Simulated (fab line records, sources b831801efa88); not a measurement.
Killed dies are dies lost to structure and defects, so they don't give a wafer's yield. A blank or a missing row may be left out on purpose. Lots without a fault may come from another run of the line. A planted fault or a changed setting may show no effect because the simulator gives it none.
fab line records | flow gf180mcu
record lots=11 wafers=33 last_day=33
route steps=602 shown POLY_GATE@158 HV_LDD@198
lots that met no fault: from a run of the same line without faults
start_h: hours from the record's first day to the start of the lot's first wafer shown | wait_h: hours since the lot's step before | " the same as in the row above | L1.1+2: a row that stands for several wafers | - no value, or no start given | * or withheld: withheld | < > ~ a bound
route shown NAME@n: a module of which the file shows steps, and the number in the route of the first | usual: mean/standard deviation of fault-free wafers | same: alike in all rows | chamber/n: place in a boat | sites: the reading at each site | _std_site: their standard deviation | _edge_site: outer sites' mean less inner sites' | radius_mm: how far each site lies from the wafer's centre | mask NAME#n: copy n | behind: the tool/chamber that last shaped the wafer | hold: why the lot was held/for how many hours/how that ended | device: the transistor (n, p or np) that didn't switch | end of line: the same wafers' tests at the end of the route | a step without rows: its recipe alone | killed: dies lost to structure and defects at the first sort, not the wafer's yield | map: a wafer's dies, x killed, . not, _ none there
set.NAME: the setting as run; set.NAME@STEP: as run at that earlier step | model.NAME: the simulator's own value behind a step, which no gauge read
steps of the route over a sample of lots; a table a step, a row a wafer
services: from which hour (start_h, from the record's first day; less than 0 if before it) a tool's chamber was out of use, for how many hours, and why
## steps
# step GF_POLY_GATE_THK_MEAS_01
# recipe reads=poly-Si_of_POLY_GATE_CVD_00
# usual POLY_GATE_CVD_00_THK=200.8/2
# columns lot.wafer tool chamber start_h wait_h POLY_GATE_CVD_00_THK[nm]
L121.1 film_metro-03 - 177.91 0.0 199.9
L121.3 " - " " 201.3
L121.6 " - " " 201.2
L123.1 film_metro-02 - 191.05 0.0 201.5
L123.3 " - " " 199.6
L123.5 " - " " 201.0
L124.1 film_metro-03 - 200.74 0.0 203.5
L124.4 " - " " 202.5
L124.5 " - " " 203.7
L127.1 film_metro-02 - 218.84 0.0 199.5
L127.4 " - " " 200.4
L127.5 " - " " 199.1
L130.3 film_metro-04 - 241.28 0.0 197.6
L130.5 " - " " 197.6
L130.6 " - " " 197.5
L132.1 film_metro-04 - 257.64 0.0 202.9
L132.3 " - " " 204.4
L132.4 " - " " 203.0
L134.1 film_metro-04 - 275.41 0.0 203.5
L134.2 " - " " 202.5
L134.3 " - " " 201.9
L138.1 film_metro-02 - 298.96 0.0 204.5
L138.3 " - " " 204.0
L138.6 " - " " 203.5
L139.4 film_metro-02 - 307.09 0.0 198.0
L139.5 " - " " 198.5
L139.6 " - " " 199.5
L140.2 film_metro-04 - 312.48 0.0 201.8
L140.4 " - " " 200.6
L140.6 " - " " 200.4
L141.3 film_metro-03 - 318.27 0.0 202.2
L141.4 " - " " 202.5
L141.5 " - " " 202.3
# step GF_HV_LDD_STRIP_22
# recipe chemistry=O2/N2 power_w=1400 pressure_mtorr=1500 platen_temp_c=250 o2_flow_sccm=3000 n2_flow_sccm=300 overash_fraction=0.5
# usual drypump_motor_current_A=5.6/0.52 heater_power_w=334/21 oes_product_au=0.717/0.0046 strip_time_to_endpoint_s=12.62/0.036
# columns lot.wafer tool chamber start_h wait_h drypump_motor_current_A heater_power_w oes_product_au rf_hours_counter_h strip_time_to_endpoint_s
L121.1 plasma_asher-04 0 232.85 0.1 5.8 350 0.711 58 12.67
L121.3 " 0 " " 5.8 359 0.718 - 12.69
L121.6 " 1 " " 4.7 321 0.721 - 12.63
L123.1 plasma_asher-01 0 245.70 0.1 6.0 351 0.724 46 12.60
L123.3 " 1 " " 5.4 343 0.721 - 12.61
L123.5 " 0 " " 6.0 349 0.716 - 12.60
L124.1 plasma_asher-04 0 255.95 0.1 5.8 359 0.719 61 12.57
L124.4 " 1 " " 4.8 329 0.716 - 12.56
L124.5 " 1 " " 4.8 332 0.711 - 12.56
L127.1 plasma_asher-04 1 280.01 0.1 4.8 326 0.709 63 12.65
L127.4 " 0 " " 5.8 361 0.720 - 12.62
L127.5 " 0 " " 5.8 361 0.717 - 12.59
L130.3 plasma_asher-02 1 301.54 0.1 5.8 330 0.727 - 12.62
L130.5 " 1 " " 5.7 328 0.714 - 12.62
L130.6 " 0 " " 6.2 307 0.721 - 12.60
L132.1 plasma_asher-04 0 320.66 0.1 5.8 352 0.719 67 12.64
L132.3 " 0 " " 5.8 362 0.717 - 12.72
L132.4 " 1 " " 4.7 323 0.708 - 12.67
L134.1 plasma_asher-04 1 338.96 0.1 4.7 321 0.710 69 12.58
L134.2 " 0 " " 5.8 364 0.723 69 12.61
L134.3 " 1 " " 4.7 321 0.716 - 12.63
L138.1 plasma_asher-01 1 367.00 0.1 5.3 343 0.714 59 12.66
L138.3 " 0 " " 6.0 350 0.712 - 12.61
L138.6 " 1 " " 5.3 342 0.717 - 12.62
L139.4 plasma_asher-01 1 374.29 0.1 5.4 345 0.717 - 12.64
L139.5 " 0 " " 6.0 345 0.714 - 12.65
L139.6 " 1 " " 5.3 344 0.711 - 12.68
L140.2 plasma_asher-04 0 379.51 0.1 5.8 361 0.722 73 12.62
L140.4 " 0 " " 5.8 350 0.722 - 12.59
L140.6 " 1 " " 4.8 328 0.720 - 12.57
L141.3 plasma_asher-02 0 385.14 0.1 6.2 304 0.717 - 12.56
L141.4 " 1 " " 5.7 321 0.717 - 12.57
L141.5 " 1 " " 5.8 328 0.712 - 12.60
# step GF_HV_LDD_CD_MEAS_31
# recipe target_cd_nm=400
# usual cd_nm=400.0/2.1
# columns lot.wafer tool chamber start_h wait_h cd_nm
L121.1 cd_sem-02 - 250.95 0.1 398.3
L121.3 " - " " 399.6
L121.6 " - " " 397.0
L123.1 cd_sem-02 - 263.75 0.1 399.0
L123.3 " - " " 400.2
L123.5 " - " " 398.9
L124.1 cd_sem-02 - 274.85 0.1 398.1
L124.4 " - " " 397.6
L124.5 " - " " 397.6
L127.1 cd_sem-02 - 299.80 0.1 400.4
L127.4 " - " " 402.6
L127.5 " - " " 399.6
L130.3 cd_sem-02 - 321.79 0.1 398.4
L130.5 " - " " 400.2
L130.6 " - " " 397.8
L132.1 cd_sem-02 - 341.35 0.1 398.5
L132.3 " - " " 398.0
L132.4 " - " " 400.7
L134.1 cd_sem-02 - 360.65 0.1 398.3
L134.2 " - " " 398.0
L134.3 " - " " 399.4
L138.1 cd_sem-01 - 388.90 0.1 399.9
L138.3 " - " " 401.5
L138.6 " - " " 400.0
L139.4 cd_sem-01 - 397.01 0.1 399.2
L139.5 " - " " 397.9
L139.6 " - " " 396.9
L140.2 cd_sem-02 - 402.42 0.1 396.7
L140.4 " - " " 398.8
L140.6 " - " " 398.3
L141.3 cd_sem-01 - 408.24 0.1 404.4
L141.4 " - " " 400.7
L141.5 " - " " 401.9
# step GF_HV_LDD_CVD_56
# recipe material=Si3N4 precursor=DCS/NH3 target_thk_nm=90 temp_c=770 time_s=1543 pressure_mtorr=250
# usual spike_tc_bottom_C=787/3.2 spike_tc_centre_C=771.2/1.2 spike_tc_lower_C=769.7/1.5 spike_tc_top_C=783.5/2.8 spike_tc_upper_C=769.6/1.5 susceptor_temp_C=770.1/0.31 zone_power_top_pct=26.3/1
# same time_s=1543
# columns lot.wafer tool chamber start_h wait_h spike_tc_bottom_C spike_tc_centre_C spike_tc_lower_C spike_tc_top_C spike_tc_upper_C susceptor_temp_C zone_power_top_pct
L121.1 lpcvd-01 1 272.39 0.1 789 771.8 769.4 782.0 769.5 770.5 26.2
L121.3 " 1 " " 790 771.0 768.6 782.5 768.3 770.4 26.0
L121.6 " 1 " " 791 770.9 771.3 782.7 768.8 770.5 26.4
L123.1 lpcvd-02 1 285.29 0.1 783 773.9 768.2 783.0 772.5 769.7 25.5
L123.3 " 1 " " 781 772.5 768.4 782.5 771.6 770.1 25.4
L123.5 " 1 " " 782 771.6 767.9 783.8 770.4 770.0 25.6
L124.1 lpcvd-01 1 298.56 0.9 790 770.8 769.7 782.6 769.3 770.5 26.2
L124.4 " 1 " " 788 770.5 769.9 781.6 768.7 770.2 26.6
L124.5 " 1 " " 790 771.7 771.6 782.4 767.8 770.3 26.6
L127.1 lpcvd-02 0 322.58 0.1 788 772.6 772.7 789.3 770.0 770.3 28.4
L127.4 " 0 " " 787 771.4 771.4 788.2 770.6 770.2 28.0
L127.5 " 0 " " 787 770.6 771.6 788.6 772.1 770.2 28.3
L130.3 lpcvd-01 1 345.49 0.0 791 771.4 768.1 782.3 766.4 769.8 26.4
L130.5 " 1 " " 791 770.9 770.5 782.3 768.2 770.1 26.4
L130.6 " 1 " " 790 770.5 772.1 783.0 769.6 770.5 26.4
L132.1 lpcvd-01 0 365.54 0.1 787 771.4 771.6 783.0 767.9 769.4 25.9
L132.3 " 0 " " 788 771.4 771.9 781.5 769.9 769.7 25.8
L132.4 " 0 " " 787 770.4 772.1 781.7 768.9 769.8 25.9
L134.1 lpcvd-02 1 385.03 0.1 783 771.1 768.5 782.8 770.7 770.1 25.4
L134.2 " 1 " " 781 770.9 768.1 783.2 770.2 770.6 25.2
L134.3 " 1 " " 783 772.8 768.0 783.9 773.3 769.8 25.4
L138.1 lpcvd-02 0 415.03 0.1 776 759.0 760.9 775.8 759.9 758.9 27.3
L138.3 " 0 " " 775 759.6 758.0 779.5 758.2 758.4 27.5
L138.6 " 0 " " 775 760.1 756.8 778.0 758.5 758.6 28.0
L139.4 lpcvd-02 1 423.10 0.0 771 760.6 756.2 771.4 759.0 757.7 25.1
L139.5 " 1 " " 772 760.1 757.6 771.6 759.1 758.2 25.2
L139.6 " 1 " " 770 758.2 756.1 771.8 759.1 758.2 24.7
L140.2 lpcvd-01 1 427.80 0.0 790 772.9 771.2 783.3 767.0 770.1 26.7
L140.4 " 1 " " 790 770.6 769.9 783.6 766.7 770.5 26.3
L140.6 " 1 " " 789 771.3 771.9 783.8 767.0 769.9 26.3
L141.3 lpcvd-02 1 433.48 0.0 772 758.9 756.4 771.4 759.1 758.2 25.0
L141.4 " 1 " " 770 762.1 757.4 770.4 760.0 758.3 25.1
L141.5 " 1 " " 772 762.3 755.6 771.2 760.5 757.9 24.3
# step GF_HV_LDD_THK_MEAS_57
# recipe reads=Si3N4_of_HV_LDD_CVD_56
# usual HV_LDD_CVD_56_THK=89.9/1
# columns lot.wafer tool chamber start_h wait_h hold HV_LDD_CVD_56_THK[nm]
L121.1 film_metro-04 - 273.82 0.0 - 89.3
L121.3 " - " " - 90.0
L121.6 " - " " - 89.9
L123.1 film_metro-03 - 286.72 0.0 - 89.0
L123.3 " - " " - 90.1
L123.5 " - " " - 90.0
L124.1 film_metro-03 - 299.99 0.0 - 88.7
L124.4 " - " " - 88.9
L124.5 " - " " - 88.6
L127.1 film_metro-03 - 324.01 0.0 - 91.2
L127.4 " - " " - 90.0
L127.5 " - " " - 90.4
L130.3 film_metro-04 - 346.94 0.0 - 89.7
L130.5 " - " " - 89.8
L130.6 " - " " - 90.0
L132.1 film_metro-03 - 366.97 0.0 - 88.2
L132.3 " - " " - 88.3
L132.4 " - " " - 88.9
L134.1 film_metro-03 - 386.46 0.0 - 89.8
L134.2 " - " " - 90.5
L134.3 " - " " - 89.5
L138.1 film_metro-01 - 417.18 0.0 await_dispo/0.2h/release 72.2
L138.3 " - " " await_dispo/0.2h/release 72.3
L138.6 " - " " await_dispo/0.2h/release 71.6
L138.1 film_metro-01 - 417.52 0.3 - 72.2
L138.3 " - " " - 72.4
L138.6 " - " " - 71.6
L139.4 film_metro-03 - 424.56 0.0 await_dispo/0.2h/release 72.0
L139.5 " - " " await_dispo/0.2h/release 71.7
L139.6 " - " " await_dispo/0.2h/release 72.2
L139.4 film_metro-03 - 424.78 0.2 - 72.0
L139.5 " - " " - 71.7
L139.6 " - " " - 72.2
L140.2 film_metro-04 - 429.24 0.0 - 89.5
L140.4 " - " " - 89.8
L140.6 " - " " - 89.9
L141.3 film_metro-03 - 434.93 0.0 await_dispo/0.2h/release 73.2
L141.4 " - " " await_dispo/0.2h/release 72.6
L141.5 " - " " await_dispo/0.2h/release 72.9
L141.3 film_metro-03 - 435.16 0.2 - 73.2
L141.4 " - " " - 72.6
L141.5 " - " " - 72.9
# step GF_HV_LDD_ETCHBACK_58
# recipe chemistry=CH3F/O2 target=Si3N4 stop_on=SiO2 source_w=400 bias_w=80 pressure_mtorr=25 ch3f_flow_sccm=40 O2_flow_sccm=30 time_s=100 target_depth_a=900
# usual drypump_motor_current_A=5.7/0.43 oes_product_au=0.842/0.0068 throttle_valve_pct=10.561/0.0089
# same time_s=100
# columns lot.wafer tool chamber start_h wait_h hold drypump_motor_current_A oes_product_au rf_hours_counter_h throttle_valve_pct
L121.1 rie_diel-01 2 273.88 0.1 - 5.8 0.847 113 10.552
L121.3 " 1 " " - 5.8 0.846 93 10.562
L121.6 " 1 " " - 5.8 0.839 - 10.561
L123.1 rie_diel-02 1 286.78 0.1 - 6.1 0.836 18 10.567
L123.3 " 2 " " - 5.1 0.846 17 10.572
L123.5 " 1 " " - 6.1 0.830 - 10.558
L124.1 rie_diel-01 2 300.05 0.1 - 5.8 0.839 114 10.559
L124.4 " 1 " " - 5.8 0.826 - 10.548
L124.5 " 2 " " - 5.8 0.835 - 10.574
L127.1 rie_diel-03 0 324.07 0.1 - 5.0 0.853 13 10.559
L127.4 " 3 " " - 5.7 0.845 - 10.572
L127.5 " 0 " " - 5.0 0.841 - 10.583
L130.3 rie_diel-03 0 346.98 0.0 - 5.0 0.842 13 10.569
L130.5 " 2 " " - 5.5 0.852 - 10.561
L130.6 " 1 " " - 5.1 0.836 - 10.572
L132.1 rie_diel-02 0 367.03 0.1 - 5.3 0.834 13 10.558
L132.3 " 3 " " - 6.1 0.843 7 10.548
L132.4 " 2 " " - 5.1 0.842 20 10.579
L134.1 rie_diel-03 0 386.52 0.1 - 5.0 0.844 14 10.570
L134.2 " 1 " " - 5.1 0.848 57 10.558
L134.3 " 3 " " - 5.7 0.840 88 10.565
L138.1 rie_diel-01 0 421.66 4.1 await_dispo/4.1h/release 6.6 0.754 44 10.545
L138.3 " 1 " " await_dispo/4.1h/release 5.8 0.753 97 10.552
L138.6 " 0 " " await_dispo/4.1h/release 6.6 0.756 - 10.552
L139.4 rie_diel-03 2 427.21 2.4 await_dispo/2.4h/release 5.5 0.743 74 10.540
L139.5 " 0 " " await_dispo/2.4h/release 5.0 0.753 - 10.560
L139.6 " 3 " " await_dispo/2.4h/release 5.7 0.742 - 10.558
L140.2 rie_diel-01 0 429.29 0.0 - 6.6 0.834 44 10.559
L140.4 " 2 " " - 5.8 0.832 1 10.561
L140.6 " 3 " " - 5.7 0.841 - 10.557
L141.3 rie_diel-01 1 437.07 1.9 await_dispo/1.9h/release 5.8 0.745 97 10.552
L141.4 " 3 " " await_dispo/1.9h/release 5.7 0.755 8 10.543
L141.5 " 3 " " await_dispo/1.9h/release 5.8 0.747 - 10.563
## services
# columns tool chamber start_h hours kind
rie_diel-03 - 211.46 0.9 repair
rie_diel-02 - 229.17 0.9 repair
lpcvd-01 - 233.45 0.7 repair
rie_diel-03 2 241.39 3.4 repair
rie_diel-02 - 243.33 3.6 repair
rie_diel-01 0 252.27 56.1 repair
lpcvd-02 - 258.85 2.1 repair
plasma_asher-02 - 273.28 0.9 repair
plasma_asher-04 - 276.95 2.8 pm
rie_diel-02 - 278.91 0.4 repair
plasma_asher-01 - 289.26 1.8 repair
rie_diel-03 0 289.41 19.1 repair
lpcvd-01 - 290.73 3.9 repair
rie_diel-03 1 322.03 14.7 repair
rie_diel-03 2 352.44 9.9 repair
rie_diel-03 0 362.78 8.3 repair
rie_diel-02 - 377.35 0.5 repair
lpcvd-02 - 381.89 1.1 repair
plasma_asher-01 - 382.00 28.1 pm
rie_diel-02 1 388.37 7.0 repair
plasma_asher-02 - 388.96 2.8 pm
rie_diel-03 0 404.88 14.0 repair
rie_diel-03 2 410.64 9.0 repair
rie_diel-02 0 412.95 2.4 repair
## key
first_sign step=GF_HV_LDD_CVD_56 reading=susceptor_temp_C direction=down sigmas=39 usual=* struck=*
effect step=GF_HV_LDD_CVD_56 reading=spike_tc_centre_C direction=down sigmas=9.6 usual=771.2 struck=760.1
effect step=GF_HV_LDD_THK_MEAS_57 reading=visit direction=added
effect step=GF_HV_LDD_THK_MEAS_57 reading=HV_LDD_CVD_56_THK direction=down sigmas=17 usual=89.9 struck=72.3
effect step=GF_HV_LDD_ETCHBACK_58 reading=oes_product_au direction=down sigmas=14 usual=0.842 struck=0.750
met_at GF_HV_LDD_CVD_56
struck_lots L138,L139,L141
tester_left_out L138,L139,L141
not_acting_at GF_POLY_GATE_THK_MEAS_01,GF_HV_LDD_STRIP_22,GF_HV_LDD_CD_MEAS_31
onset_between 385.03 415.03
fault kind=process_parameter_drift tool=lpcvd-02 chamber=- onset_h=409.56 steps=GF_HV_LDD_CVD_56 channel=temp_c offset=* shape=step end_h=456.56 acts_in=* stated=*
# tester_left_out: of these lots the tester's yield and bins aren't shown, on N5 and GAA mostly nor the transistor test; their killed dies are dies lost to structure and defects alone, not to doping, threshold or leakage, so they don't give the yield
